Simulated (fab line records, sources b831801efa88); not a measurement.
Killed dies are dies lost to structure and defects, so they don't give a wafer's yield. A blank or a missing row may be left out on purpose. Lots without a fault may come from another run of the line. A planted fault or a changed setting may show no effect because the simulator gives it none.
fab line records | flow sky130
record lots=14 wafers=42 last_day=49
route steps=708 shown LDD_HVN@275
lots that met no fault: from a run of the same line without faults
start_h: hours from the record's first day to the start of the lot's first wafer shown | wait_h: hours since the lot's step before | " the same as in the row above | L1.1+2: a row that stands for several wafers | - no value, or no start given | * or withheld: withheld | < > ~ a bound
route shown NAME@n: a module of which the file shows steps, and the number in the route of the first | usual: mean/standard deviation of fault-free wafers | same: alike in all rows | chamber/n: place in a boat | sites: the reading at each site | _std_site: their standard deviation | _edge_site: outer sites' mean less inner sites' | radius_mm: how far each site lies from the wafer's centre | mask NAME#n: copy n | behind: the tool/chamber that last shaped the wafer | hold: why the lot was held/for how many hours/how that ended | device: the transistor (n, p or np) that didn't switch | end of line: the same wafers' tests at the end of the route | a step without rows: its recipe alone | killed: dies lost to structure and defects at the first sort, not the wafer's yield | map: a wafer's dies, x killed, . not, _ none there
set.NAME: the setting as run; set.NAME@STEP: as run at that earlier step | model.NAME: the simulator's own value behind a step, which no gauge read
steps of the route over a sample of lots; a table a step, a row a wafer
services: from which hour (start_h, from the record's first day; less than 0 if before it) a tool's chamber was out of use, for how many hours, and why
## steps
# step SKY_LDD_HVN_IMPLANT_08
# recipe species=P energy_kev=60 dose_cm2=3e+13 tilt_deg=40
# usual dose_ions_cm2=2.999e+13/3.1e+10 faraday_current_uA=169/3.5
# columns lot.wafer tool chamber start_h wait_h dose_ions_cm2 faraday_current_uA
L918.1 implanter-02 0 467.77 0.0 3.002e+13 170
L918.3 " 0 " " 3.002e+13 171
L918.6 " 0 " " 3e+13 173
L920.1 implanter-02 0 485.77 0.4 3e+13 170
L920.2 " 0 " " 2.999e+13 172
L920.3 " 0 " " 2.999e+13 166
L921.2 implanter-01 0 495.15 0.0 3.001e+13 168
L921.3 " 0 " " 3.004e+13 176
L921.6 " 0 " " 3.004e+13 168
L922.3 implanter-01 0 498.37 0.1 3.001e+13 169
L922.4 " 0 " " 3.006e+13 170
L922.6 " 0 " " 3.003e+13 169
L923.1 implanter-02 0 507.17 0.0 2.998e+13 163
L923.2 " 0 " " 2.997e+13 176
L923.4 " 0 " " 3.002e+13 169
L925.3 implanter-03 0 546.96 0.1 3.003e+13 162
L925.5 " 0 " " 3e+13 171
L925.6 " 0 " " 3.007e+13 168
L926.2 implanter-02 0 547.84 0.0 3.002e+13 163
L926.5 " 0 " " 2.996e+13 167
L926.6 " 0 " " 2.998e+13 169
L927.3 implanter-02 0 550.21 0.1 2.998e+13 171
L927.4 " 0 " " 2.995e+13 171
L927.6 " 0 " " 2.999e+13 173
L929.3 implanter-02 0 559.02 0.1 3e+13 172
L929.4 " 0 " " 3.002e+13 165
L929.5 " 0 " " 3.001e+13 165
L928.3 implanter-02 0 562.11 0.1 3e+13 173
L928.5 " 0 " " 2.999e+13 168
L928.6 " 0 " " 3.001e+13 170
L931.3 implanter-03 0 576.12 0.1 2.999e+13 166
L931.5 " 0 " " 2.997e+13 165
L931.6 " 0 " " 3e+13 167
L932.1 implanter-03 0 591.81 0.0 1.861e+13 106
L932.2 " 0 " " 1.859e+13 102
L932.6 " 0 " " 1.865e+13 108
L933.1 implanter-03 0 595.61 0.0 1.862e+13 108
L933.4 " 0 " " 1.861e+13 104
L933.6 " 0 " " 1.863e+13 104
L935.1 implanter-02 0 610.86 0.0 2.998e+13 165
L935.5 " 0 " " 3.002e+13 171
L935.6 " 0 " " 2.995e+13 162
# step SKY_LDD_HVN_TW_MEAS_10
# usual LDD_HVN_TW=1439/8.9
# columns lot.wafer tool chamber start_h wait_h LDD_HVN_TW
L918.1 film_metro-01 - 468.02 0.1 1443
L918.3 " - " " 1438
L918.6 " - " " 1442
L920.1 film_metro-01 - 486.02 0.1 1444
L920.2 " - " " 1445
L920.3 " - " " 1445
L921.2 film_metro-02 - 495.38 0.1 1438
L921.3 " - " " 1440
L921.6 " - " " 1449
L922.3 film_metro-01 - 498.59 0.1 1446
L922.4 " - " " 1448
L922.6 " - " " 1444
L923.1 film_metro-02 - 507.42 0.1 1439
L923.2 " - " " 1443
L923.4 " - " " 1433
L925.3 film_metro-01 - 547.18 0.1 1445
L925.5 " - " " 1452
L925.6 " - " " 1455
L926.2 film_metro-03 - 548.07 0.1 1451
L926.5 " - " " 1449
L926.6 " - " " 1446
L927.3 film_metro-02 - 550.43 0.1 1429
L927.4 " - " " 1421
L927.6 " - " " 1412
L929.3 film_metro-02 - 559.24 0.1 1421
L929.4 " - " " 1420
L929.5 " - " " 1421
L928.3 film_metro-03 - 562.33 0.1 1434
L928.5 " - " " 1438
L928.6 " - " " 1434
L931.3 film_metro-01 - 576.34 0.1 1443
L931.5 " - " " 1445
L931.6 " - " " 1438
L932.1 film_metro-03 - 592.06 0.1 1235
L932.2 " - " " 1238
L932.6 " - " " 1234
L933.1 film_metro-01 - 595.86 0.1 1244
L933.4 " - " " 1239
L933.6 " - " " 1245
L935.1 film_metro-01 - 611.11 0.1 1446
L935.5 " - " " 1436
L935.6 " - " " 1442
## services
# columns tool chamber start_h hours kind
implanter-03 - 479.74 6.4 pm
implanter-01 - 485.16 9.9 pm
implanter-03 - 518.11 3.1 repair
implanter-03 - 601.23 0.6 repair
implanter-03 - 603.69 23.2 pm
## key
first_sign step=SKY_LDD_HVN_IMPLANT_08 reading=dose_ions_cm2 direction=down sigmas=99+ usual=* struck=*
effect step=SKY_LDD_HVN_IMPLANT_08 reading=faraday_current_uA direction=down sigmas=18 usual=169 struck=105
effect step=SKY_LDD_HVN_TW_MEAS_10 reading=LDD_HVN_TW direction=down sigmas=22 usual=1439 struck=1239
met_at SKY_LDD_HVN_IMPLANT_08
struck_lots L932,L933
tester_left_out L932,L933
onset_between 576.12 591.81
fault kind=process_parameter_drift tool=implanter-03 chamber=- onset_h=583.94 steps=SKY_LDD_HVN_IMPLANT_08 channel=dose_cm2 offset=* shape=step end_h=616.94 acts_in=* stated=*
# tester_left_out: of these lots the tester's yield and bins aren't shown, on N5 and GAA mostly nor the transistor test; their killed dies are dies lost to structure and defects alone, not to doping, threshold or leakage, so they don't give the yield
